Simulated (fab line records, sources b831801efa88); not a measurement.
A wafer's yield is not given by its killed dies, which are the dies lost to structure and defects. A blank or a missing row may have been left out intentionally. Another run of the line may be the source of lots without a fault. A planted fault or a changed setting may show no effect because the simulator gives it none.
Chamber matching ; flow gf180mcu ; 4 sister chambers for GF_POLY_GATE_ETCH_13 on rie si-01
The step etches poly-Si in HBr/Cl2, stops on SiO2, target depth 198.5 nm, time 66.32 s. 16 wafers are shown with their chamber, then 8 later ones without.

== WAFERS WITH THEIR CHAMBER ==
wafer;chamber;drypump motor current A (A);oes product au (a.u.);throttle valve pct (%)
L083.1;0;6.5;0.975;33.663
L083.2;2;6.3;0.992;33.683
L083.3;1;5.2;1.008;33.697
L083.4;3;6.7;0.989;33.706
L083.5;1;5.2;1.011;33.676
L083.6;2;6.3;0.989;33.688
L084.1;2;6.3;0.999;33.687
L084.2;3;6.6;0.979;33.694
L084.3;0;6.5;0.974;33.687
L084.4;1;5.2;1.012;33.693
L084.5;0;6.5;0.987;33.683
L084.6;1;5.2;1.014;33.672
L085.1;2;6.3;1.008;33.666
L085.2;1;5.2;1.019;33.692
L085.3;3;6.7;0.989;33.685
L085.4;0;6.5;0.983;33.670

SIGNATURES (averages over the wafers above)
reading;chamber 0;chamber 1;chamber 2;chamber 3;scatter within a chamber
drypump motor current A;6.500;5.200;6.300;6.667;0.0236
oes product au;0.97975;1.01280;0.99700;0.98567;0.00623
throttle valve pct;33.67575;33.68600;33.68100;33.69500;0.0109
Rule: a wafer's distance from a chamber is the root of the sum, over the readings, of the square of ((its reading less the chamber's mean) divided by the reading's scatter). If the next closest chamber is less than 2 further off than the closest, the wafer can't be placed; otherwise it belongs to the closest. The scatter is the square root of a quotient: the sum, over the shown wafers, of each reading's squared deviation from its chamber's mean, divided by wafers minus chambers.

== WAFERS WITHOUT THEIR CHAMBER ==
wafer;drypump motor current A (A);oes product au (a.u.);throttle valve pct (%)
L085.5;6.5;0.981;33.681
L085.6;5.2;1.025;33.700
L087.1;5.2;1.009;33.680
L087.2;6.7;0.992;33.689
L087.3;6.5;0.979;33.684
L087.4;6.3;0.987;33.682
L087.5;6.5;0.979;33.673
L087.6;6.7;1.002;33.691

== WHICH CHAMBER EACH ONE RAN IN ==
wafer;from the rows above;in truth
L085.5;0;0
L085.6;1;1
L087.1;1;1
L087.2;3;3
L087.3;0;0
L087.4;2;2
L087.5;0;0
L087.6;3;3
Placed correctly: 8 of 8. Number that these rows cannot place: 0. 0 placed wrongly.
